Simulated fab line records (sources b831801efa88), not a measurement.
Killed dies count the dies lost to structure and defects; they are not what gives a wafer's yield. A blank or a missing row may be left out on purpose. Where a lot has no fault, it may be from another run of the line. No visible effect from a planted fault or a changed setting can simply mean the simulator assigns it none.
Shared-tool check ; flow sky130 ; 30 wafers sampled across 10 lots

== REASON IT WAS OPENED ==
At SKY_POLY_GATE_THK_MEAS_04 the reading POLY_GATE_CVD_03_THK is flagged on 3 of 10 lots. Wafers without a fault read 74.7 nm, standard deviation 0.68.
Rule: a lot is flagged when every wafer of it that has a number lies more than 4 standard deviations from that mean, or none has a number. The other lots count as sound.

lot;measured;on;POLY_GATE_CVD_03_THK (nm), wafer by wafer;flag
L271;day 16 11:04;film-metro-01;135.3 135.0 135.6;FLAGGED
L273;day 16 16:49;film-metro-01;134.6 134.2 135.6;FLAGGED
L272;day 16 18:57;film-metro-04;134.4 134.5 134.5;FLAGGED
L280;day 19 23:09;film-metro-04;74.3 75.1 75.1;
L281;day 20 07:22;film-metro-03;75.0 74.6 74.3;
L283;day 21 10:20;film-metro-03;74.3 74.6 74.6;
L286;day 22 01:06;film-metro-01;74.5 74.7 74.6;
L288;day 22 23:26;film-metro-01;75.0 75.4 75.4;
L289;day 23 03:59;film-metro-03;74.5 75.0 75.0;
L290;day 23 05:21;film-metro-03;74.0 74.5 74.1;
The numbers of the flagged lots are 134.9 nm on average: +60.2 nm against the usual, or +88 standard deviations.

== TOOL THAT RAN EACH LOT ==
The record holds 1 process step before the reading, out of a route of 708 steps. Read each cell as the tool, then ch plus the chambers that the sampled wafers visited, then the start.
lot;flag;SKY_POLY_GATE_CVD_03
L271;FLAGGED;lpcvd-02 ch 0, day 16 09:43
L273;FLAGGED;lpcvd-02 ch 0, day 16 15:27
L272;FLAGGED;lpcvd-02 ch 0, day 16 17:35
L280;;lpcvd-02 ch 0, day 19 21:46
L281;;lpcvd-02 ch 0, day 20 06:00
L283;;lpcvd-02 ch 0, day 21 08:57
L286;;lpcvd-02 ch 0, day 21 23:44
L288;;lpcvd-02 ch 0, day 22 22:05
L289;;lpcvd-02 ch 1, day 23 02:37
L290;;lpcvd-02 ch 1, day 23 03:59
What is done by these steps:
- SKY_POLY_GATE_CVD_03: deposits Si3N4 from DCS/NH3, target thk 75 nm, time 1290 s.
- SKY_POLY_GATE_THK_MEAS_04

== FLAGGED AGAINST TOTAL, ONE TOOL AT A TIME (gauges that did the reading follow at the end) ==
step;tool;lots run;flagged;share of the flagged lots;sound lots run after its first flagged lot
SKY_POLY_GATE_CVD_03;lpcvd-02;10;3;all;7 (L280,L281,L283,L286,L288,L289,L290)
SKY_POLY_GATE_THK_MEAS_04;film-metro-01;4;2;some;2 (L286,L288)
SKY_POLY_GATE_THK_MEAS_04;film-metro-03;4;0;none;-
SKY_POLY_GATE_THK_MEAS_04;film-metro-04;2;1;some;1 (L280)

== WHAT THE TABLE PERMITS ==
1 row of the table ran every flagged lot: lpcvd-02 at SKY_POLY_GATE_CVD_03.
- lpcvd-02 at SKY_POLY_GATE_CVD_03: 3 of its 10 lots flagged. Sound lots followed the first flagged one (L280, L281, L283, L286, L288, L289, L290) on it, something a lasting fault affecting the whole tool could not allow.
There is no row in the table that ran each flagged lot and no sound lot after the first.

== WHAT THE SIMULATOR PUT IN ==
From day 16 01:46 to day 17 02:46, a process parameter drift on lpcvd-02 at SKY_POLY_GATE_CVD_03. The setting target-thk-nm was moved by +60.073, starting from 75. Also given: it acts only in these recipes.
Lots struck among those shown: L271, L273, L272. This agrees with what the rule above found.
